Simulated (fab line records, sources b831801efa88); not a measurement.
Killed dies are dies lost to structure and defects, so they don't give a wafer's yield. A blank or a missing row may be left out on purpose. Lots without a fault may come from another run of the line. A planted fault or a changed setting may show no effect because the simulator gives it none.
Which tool did it? | flow sky130 | 11 lots, 33 wafers sampled, at 2 steps of a route of 708

WHAT THE GAUGES READ, wafer by wafer
SKY_VIA3_RS_MEAS_22: measures by four-point-probe.
lot  | measured     | on            | VIA3_W_RS (ohm/sq)
L412 | day 39 15:06 | film_metro-01 | 0.291 0.289 0.284
L416 | day 40 13:03 | film_metro-03 | 0.290 0.286 0.289
L417 | day 41 11:14 | film_metro-01 | 0.299 0.298 0.290
L420 | day 42 07:35 | film_metro-01 | 0.296 0.295 0.289
L421 | day 42 10:29 | film_metro-03 | 0.286 0.294 0.292
L422 | day 43 00:57 | film_metro-02 | 0.294 0.285 0.288
L423 | day 43 03:55 | film_metro-01 | 0.293 0.296 0.294
L425 | day 43 12:01 | film_metro-03 | 0.294 0.286 0.292
L433 | day 45 12:50 | film_metro-03 | 0.292 0.295 0.291
L434 | day 45 15:58 | film_metro-01 | 0.287 0.291 0.292
L435 | day 46 04:38 | film_metro-01 | 0.288 0.290 0.293

SKY_VIA3_THK_MEAS_23: measures by xrf.
lot  | measured     | on            | VIA3_W_THK (nm)
L412 | day 39 15:13 | film_metro-01 | 401 403 413
L416 | day 40 13:10 | film_metro-03 | 399 406 402
L417 | day 41 11:20 | film_metro-01 | 387 386 398
L420 | day 42 07:42 | film_metro-01 | 393 397 402
L421 | day 42 10:36 | film_metro-03 | 409 399 401
L422 | day 43 01:04 | film_metro-02 | 398 413 407
L423 | day 43 04:01 | film_metro-01 | 397 396 399
L425 | day 43 12:06 | film_metro-03 | 394 407 398
L433 | day 45 12:58 | film_metro-03 | 401 394 401
L434 | day 45 16:04 | film_metro-01 | 398 394 395
L435 | day 46 04:45 | film_metro-01 | 406 405 400

WHICH TOOL RAN EACH LOT (tool, then ch and the chambers of the sampled wafers, then the start)
The record holds no process step before these readings.

WHAT THE TOOLS THEMSELVES READ (means of the sampled wafers that have a number; where no wafer has one, the mark that the record gives instead)
The record holds no such reading with a usual standard deviation.

THE ANSWER, worked out from the rows above alone
Rule: what is usual is taken from the lots themselves. Put in order of their means at a reading, lots are off if they are a third of the lots or fewer, leave a main group of 4 or more, and stand apart from it by a gap of 3 or more times the standard deviation of the main group's means; of several such gaps the widest counts. A main group whose means are all the same, to the digits that the tables above print for the reading, isn't used. A lot without any number at a reading at which 4 lots or more have one is off too. The other lots that the step has rows for count as sound. The gauges are gone through in route order, then the tools' own readings, and for those a lot's mean is taken as printed above. The first step at which some lot is off is used, and at that step the reading that is off furthest; a lot without a number counts as furthest.
No lot is off at any reading shown: from this, nothing can be told.

WHAT THE SIMULATOR HAD PUT IN
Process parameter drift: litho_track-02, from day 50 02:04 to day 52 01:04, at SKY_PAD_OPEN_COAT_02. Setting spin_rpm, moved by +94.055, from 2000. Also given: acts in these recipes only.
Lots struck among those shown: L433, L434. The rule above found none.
